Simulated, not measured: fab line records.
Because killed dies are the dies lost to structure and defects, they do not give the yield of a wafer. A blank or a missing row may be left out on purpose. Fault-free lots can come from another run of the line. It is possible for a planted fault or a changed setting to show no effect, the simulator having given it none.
Split-lot experiment	flow sfq-line	5 lots, 23 wafers read, on a route of 325 steps

== SPLIT DETAILS ==
At SFQ_TRILAYER_L0_LITHO_COAT_010 (resist thk 62 nm), the setting resist-thk-nm was moved away from the recipe's 62 nm on 5 of the 23 wafers read, by -4.5% to -2.7%. For the rest of the wafers, this setting stayed at what the recipe calls for.

Reading taken at the split's own step.

== THE READING ==
BARC_of_TRILAYER_L0_LITHO_COAT_010.thk-nm (the simulator's own value, which no gauge read), in nm, at SFQ_TRILAYER_L0_LITHO_COAT_010 (resist thk 62 nm). No usual value for it is given in the file. Here, 18 wafers ran the recipe; their average is 62.00 nm with a standard deviation of 0.25 nm.

wafer	tool, chamber at the split	resist-thk-nm as run, nm	against the recipe	BARC_of_TRILAYER_L0_LITHO_COAT_010.thk-nm, nm	against lot-mates on the recipe
L074.1	litho-track-04, 0	62	recipe	62.42	-
L074.2	litho-track-04, 0	62	recipe	62.55	-
L074.5	litho-track-04, 0	62	recipe	62.31	-
L075.2	litho-track-03, 0	62	recipe	62.08	-
L075.3	litho-track-03, 0	62	recipe	62.01	-
L075.4	litho-track-03, 0	62	recipe	62.22	-
L075.5	litho-track-03, 0	62	recipe	62.09	-
L075.6	litho-track-03, 0	62	recipe	62.15	-
L076.1	litho-track-04, 0	62	recipe	61.85	-
L076.2	litho-track-04, 0	59.23	-4.5%	59.09	-2.74
L076.3	litho-track-04, 0	59.23	-4.5%	59.01	-2.82
L076.4	litho-track-04, 0	59.23	-4.5%	59.28	-2.55
L076.6	litho-track-04, 0	62	recipe	61.81	-
L083.1	litho-track-04, 0	62	recipe	62.03	-
L083.2	litho-track-04, 0	60.34	-2.7%	59.99	-1.88
L083.4	litho-track-04, 0	62	recipe	61.87	-
L083.5	litho-track-04, 0	62	recipe	61.7	-
L083.6	litho-track-04, 0	60.34	-2.7%	60.22	-1.65
L084.1	litho-track-03, 0	62	recipe	61.84	-
L084.2	litho-track-03, 0	62	recipe	61.81	-
L084.3	litho-track-03, 0	62	recipe	61.78	-
L084.4	litho-track-03, 0	62	recipe	61.83	-
L084.5	litho-track-03, 0	62	recipe	61.66	-

FIT RESULTS
A straight line over all 23 wafers: BARC_of_TRILAYER_L0_LITHO_COAT_010.thk-nm changes by +0.654 nm for each +1% of resist-thk-nm; r = +0.98; the points scatter about the line by 0.24 nm.
The same after taking each lot's own level away (the mean of its wafers on the recipe; 23 wafers): +0.614 nm for each +1%; r = +0.99; scatter 0.1 nm.
On that fit, the largest move of resist-thk-nm shifts the reading by 2.7 nm.
The span of the lots' own levels, 61.784 to 62.427 nm, comes to 2.6 times the standard deviation stated above.
The two slopes are in agreement: the lot-to-lot level therefore moves the slope only a little.
Check: -2.75 nm against its lot-mates is what the line predicts for one of the wafers moved furthest among these (-4.5%) when that wafer is left out of the fit. It came out at -2.74 nm against them.

== THE FILE'S OWN FIT ==
BARC_of_TRILAYER_L0_LITHO_COAT_010.thk-nm changes by +0.62 nm for each +1% of resist-thk-nm, r = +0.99.
